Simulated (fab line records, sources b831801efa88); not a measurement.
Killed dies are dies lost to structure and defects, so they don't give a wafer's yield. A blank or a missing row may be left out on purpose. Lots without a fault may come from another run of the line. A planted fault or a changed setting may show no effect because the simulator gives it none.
Which tool did it? | flow sky130 | 12 lots, 36 wafers sampled, at 1 step of a route of 708

WHAT THE GAUGES READ, wafer by wafer
SKY_LI_CONTACT_OVL_MEAS_13. Usual: LI_CONTACT_OVL -6 nm, standard deviation 4.7.
lot  | measured     | on         | LI_CONTACT_OVL (nm) | flag
L846 | day 29 04:20 | overlay-01 | -11 -2 -8           |
L848 | day 29 17:38 | overlay-01 | -11 -4 -12          |
L850 | day 30 20:29 | overlay-02 | -12 -14 -7          |
L855 | day 32 06:36 | overlay-02 | -9 -16 -3           |
L857 | day 32 20:39 | overlay-02 | -4 -4 1             |
L860 | day 33 17:56 | overlay-02 | -9 -8 -6            |
L862 | day 34 15:56 | overlay-02 | -8 -7 -12           |
L863 | day 34 20:23 | overlay-01 | -5 -6 -3            |
L864 | day 35 11:02 | overlay-01 | -2 -2 -5            |
L866 | day 35 21:38 | overlay-02 | -6 -7 -5            |
L867 | day 36 02:25 | overlay-01 | -10 -8 -8           |
L869 | day 36 14:34 | overlay-01 | -10 1 -9            |

WHICH TOOL RAN EACH LOT (tool, then ch and the chambers of the sampled wafers, then the start)
The record holds no process step before these readings.

WHAT THE TOOLS THEMSELVES READ (means of the sampled wafers that have a number; where no wafer has one, the mark that the record gives instead)
The record holds no such reading with a usual standard deviation.

THE ANSWER, worked out from the rows above alone
Rule: a lot is off if the mean of its wafers that have a number lies more than 3 standard deviations from the usual mean. A lot without any number at a reading at which 4 lots or more have one is off too. The other lots that the step has rows for count as sound. The gauges are gone through in route order, then the tools' own readings, and for those a lot's mean is taken as printed above. The first step at which some lot is off is used, and at that step the reading that is off furthest; a lot without a number counts as furthest.
No lot is off at any reading shown: from this, nothing can be told.

WHAT THE SIMULATOR HAD PUT IN
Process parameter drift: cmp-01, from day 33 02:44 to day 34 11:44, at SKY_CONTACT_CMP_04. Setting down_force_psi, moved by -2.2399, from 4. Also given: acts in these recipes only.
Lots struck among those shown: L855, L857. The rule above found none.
